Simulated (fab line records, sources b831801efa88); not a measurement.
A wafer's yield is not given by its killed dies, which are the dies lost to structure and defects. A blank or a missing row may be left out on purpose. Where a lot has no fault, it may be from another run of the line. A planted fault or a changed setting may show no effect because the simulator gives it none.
Matching of chambers    flow gf180mcu    GF_V2_CMP_04 on cmp-01 has 3 sister chambers
The step polishes SiO2. 14 wafers are shown with their chamber, then 4 later ones without.

## EACH WAFER AND ITS CHAMBER
wafer   chamber  motor_current_A (A)  time_to_endpoint_s (s)
L226.1  3        11.5                 73
L226.2  0        13.8                 79
L226.4  2        14.4                 84
L229.1  2        14.0                 85
L229.3  0        14.0                 81
L229.4  3        10.6                 88
L230.2  2        13.2                 78
L230.4  3        11.2                 86
L230.6  2        13.7                 84
L231.1  0        14.5                 70
L231.2  3        12.1                 78
L231.6  2        13.9                 82
L233.2  2        14.6                 73
L233.4  3        11.7                 83

SIGNATURES (averages over the wafers above)
reading             chamber 0  chamber 2  chamber 3  scatter within a chamber
motor_current_A     14.100     13.967     11.420     0.503
time_to_endpoint_s  76.67      81.00      81.60      5.44
Rule: a wafer's distance from a chamber is the root of the sum, over the readings, of the square of ((its reading less the chamber's mean) divided by the reading's scatter). If the next closest chamber is less than 2 further off than the closest, the wafer can't be placed; otherwise it belongs to the closest. How the scatter is found: for the shown wafers, subtract from each reading the mean of its chamber, square and add these, divide the total by (wafers less chambers), then take the root.

## WAFERS WITH NO CHAMBER GIVEN
wafer   motor_current_A (A)  time_to_endpoint_s (s)
L233.5  14.1                 74
L242.3  13.9                 71
L242.4  11.6                 80
L246.4  14.6                 87

## THE CHAMBER EACH PASSED THROUGH
wafer   from the rows above      in truth
L233.5  can't be placed: 0 or 2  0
L242.3  can't be placed: 0 or 2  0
L242.4  3                        3
L246.4  can't be placed: 2 or 0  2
1 of 4 placed correctly. Not placeable from these rows: 3 (in 3, the candidates include the true chamber). Number placed wrongly: 0.
